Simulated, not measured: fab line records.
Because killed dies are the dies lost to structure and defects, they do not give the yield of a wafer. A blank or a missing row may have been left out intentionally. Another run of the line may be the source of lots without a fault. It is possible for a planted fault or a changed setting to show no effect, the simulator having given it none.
What tool caused it?    flow sky130    36 wafers from 12 lots sampled at 5 of the route's 708 steps

== WHAT THE GAUGES SHOWED, per wafer ==
SKY_POLY_GATE_THK_MEAS_21.
lot   measured      on             POLY_GATE_OXIDATION_THK (nm)
L852  day 17 07:40  film metro-01  4.03 3.99 4.02
L854  day 18 08:36  film metro-01  3.95 4.00 3.92
L856  day 19 01:04  film metro-03  4.05 4.07 4.01
L857  day 19 12:53  film metro-01  3.90 3.99 4.01
L859  day 20 04:39  film metro-01  4.01 4.03 3.92
L861  day 20 23:35  film metro-01  3.80 3.84 3.92
L863  day 21 15:07  film metro-03  4.03 3.98 3.95
L864  day 21 21:41  film metro-03  4.13 4.16 4.13
L865  day 22 09:34  film metro-04  3.83 3.84 3.85
L866  day 22 21:16  film metro-04  3.91 3.90 3.92
L871  day 24 12:10  film metro-04  4.02 3.89 3.97
L872  day 24 19:02  film metro-01  4.08 4.07 4.03

SKY_LDD_LDN_TW_MEAS_13.
lot   measured      on             LDD_LDN_TW
L852  day 23 19:42  film metro-03  1461 1453 1463
L854  day 24 18:01  film metro-03  1452 1449 1458
L856  day 25 10:48  film metro-03  1456 1458 1461
L857  day 25 20:08  film metro-03  1464 1457 1457
L859  day 26 11:53  film metro-02  1467 1481 1469
L861  day 27 05:38  film metro-02  1481 1470 1483
L863  day 27 20:45  film metro-01  1491 1491 1486
L864  day 28 02:12  film metro-02  1410 1413 1412
L865  day 28 14:28  film metro-02  1418 1418 1402
L866  day 29 00:26  film metro-03  1456 1459 1457
L871  day 30 15:03  film metro-03  1456 1461 1457
L872  day 30 19:54  film metro-03  1461 1460 1458

SKY_SPACER_THK_MEAS_01.
lot   measured      on             SPACER_CVD_00_THK (nm)
L852  day 23 21:01  film metro-02  43.8 43.6 43.9
L854  day 24 20:55  film metro-03  42.9 42.5 42.7
L856  day 25 12:07  film metro-04  43.3 43.4 42.9
L857  day 25 21:30  film metro-03  43.5 43.0 43.2
L859  day 26 13:12  film metro-02  42.8 43.4 43.0
L861  day 27 07:33  film metro-04  42.4 42.4 42.4
L863  day 27 23:00  film metro-02  43.3 43.0 43.1
L864  day 28 03:31  film metro-04  42.3 42.2 42.7
L865  day 28 17:31  film metro-04  42.8 42.9 42.6
L866  day 29 01:45  film metro-04  42.3 43.0 42.3
L871  day 30 16:22  film metro-03  43.0 43.1 43.1
L872  day 30 22:17  film metro-04  43.1 43.3 43.4

== WHAT TOOL EACH LOT RAN ON (gives the tool, then ch and the chambers of the sampled wafers, and finally the start) ==
lot   SKY_POLY_GATE_ETCH_15               SKY_LDD_LDN_IMPLANT_11
L852  rie diel-02 ch 0,1, day 17 05:28    implanter-01 ch 0, day 23 19:29
L854  rie diel-01 ch 1,3, day 18 05:23    implanter-01 ch 0, day 24 17:48
L856  rie diel-03 ch 0,2, day 18 22:50    implanter-01 ch 0, day 25 10:34
L857  rie diel-03 ch 0,3, day 19 11:13    implanter-02 ch 0, day 25 19:55
L859  rie diel-02 ch 0,1, day 20 02:55    implanter-02 ch 0, day 26 11:41
L861  rie diel-03 ch 1,2, day 20 21:56    implanter-01 ch 0, day 27 05:23
L863  rie diel-02 ch 0,1, day 21 13:28    implanter-01 ch 0, day 27 20:30
L864  rie diel-01 ch 0,1,2, day 21 20:02  implanter-01 ch 0, day 28 01:58
L865  rie diel-03 ch 0,2, day 22 07:56    implanter-01 ch 0, day 28 14:13
L866  rie diel-03 ch 0,1, day 22 19:26    implanter-02 ch 0, day 29 00:11
L871  rie diel-02 ch 1,2,3, day 24 08:56  implanter-04 ch 0, day 30 14:48
L872  rie diel-02 ch 0,1, day 24 17:23    implanter-04 ch 0, day 30 19:40
- SKY_POLY_GATE_ETCH_15: etches BARC in N2/H2, stops on SiO2, time 118.5 s, target depth 110 nm.
- SKY_LDD_LDN_IMPLANT_11

== WHAT THE TOOLS THEMSELVES READ (means of the sampled wafers that have a number; where no wafer has one, the mark that the record gives instead) ==
SKY_POLY_GATE_ETCH_15.
lot   tool         drypump motor current A (A)  oes product au (a.u.)  throttle valve pct (%)
L852  rie diel-02  5.8                          0.714                  12.977
L854  rie diel-01  6.2                          0.718                  12.979
L856  rie diel-03  5.9                          0.715                  12.977
L857  rie diel-03  6.0                          0.717                  12.973
L859  rie diel-02  5.8                          0.713                  12.982
L861  rie diel-03  5.7                          0.720                  12.976
L863  rie diel-02  5.8                          0.716                  12.988
L864  rie diel-01  5.8                          0.716                  12.979
L865  rie diel-03  5.6                          0.719                  12.973
L866  rie diel-03  6.0                          0.717                  12.981
L871  rie diel-02  5.6                          0.715                  12.979
L872  rie diel-02  5.8                          0.715                  12.982

SKY_LDD_LDN_IMPLANT_11.
lot   tool          dose ions cm2  faraday current uA
L852  implanter-01  1.25e+13       69.3
L854  implanter-01  1.25e+13       70.2
L856  implanter-01  1.25e+13       71.0
L857  implanter-02  1.25e+13       70.8
L859  implanter-02  1.25e+13       71.1
L861  implanter-01  1.25e+13       70.2
L863  implanter-01  1.25e+13       70.4
L864  implanter-01  6.59e+12       37.0
L865  implanter-01  6.61e+12       37.9
L866  implanter-02  1.25e+13       70.3
L871  implanter-04  1.25e+13       70.7
L872  implanter-04  1.25e+13       68.5

== THE ANSWER, worked out from the rows above alone ==
Rule: the usual values come from the lots themselves. The widest of any qualifying gaps counts: lots, ordered by their means at a reading, are off when they make up no more than a third of the lots, leave a main group of 4 or more, and stand apart from it by 3 or more times the standard deviation of that group's means. If all means in a main group match to the digits the tables above print for the reading, that group is not used. A lot without any number at a reading at which 4 lots or more have one is off too. All remaining lots with rows at the step are treated as sound. The gauges are gone through in route order, then the tools' own readings, and for those a lot's mean is taken as printed above. At the first step where some lot is off, the reading lying furthest off is the one used; lots without a number count as furthest.
Off: L864, L865, at SKY_LDD_LDN_TW_MEAS_13 (LDD_LDN_TW). The main group has a mean of 1464 with a standard deviation of 11.
A tool fits if, at a process step before that reading, it ran every lot that is off, and no sound lot after the first of them. The gauges at SKY_LDD_LDN_TW_MEAS_13 aren't tried: what is off there is off at SKY_LDD_LDN_IMPLANT_11 too, on other tools, and a gauge's error can't cause that. One candidate fits, namely implanter-01 at SKY_LDD_LDN_IMPLANT_11. Its last sound lot is L863 (day 27 20:30), its first lot that is off L864 (day 28 01:58): a fault that began between those two fits.
The tool's own readings at SKY_LDD_LDN_IMPLANT_11 bear it out: on the lots that are off they differ by more than 5 times the standard deviation of the sound lots' means. dose ions cm2 reads 6.60e+12 there against 1.25e+13 on the sound lots; faraday current uA reads 37.5 there against 70.2 on the sound lots.

== WHAT THE SIMULATOR PUT IN ==
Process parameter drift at SKY_LDD_LDN_IMPLANT_11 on implanter-01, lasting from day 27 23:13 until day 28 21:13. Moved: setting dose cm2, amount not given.
Shown lots that were struck: L864, L865. This agrees with what the rule above found.
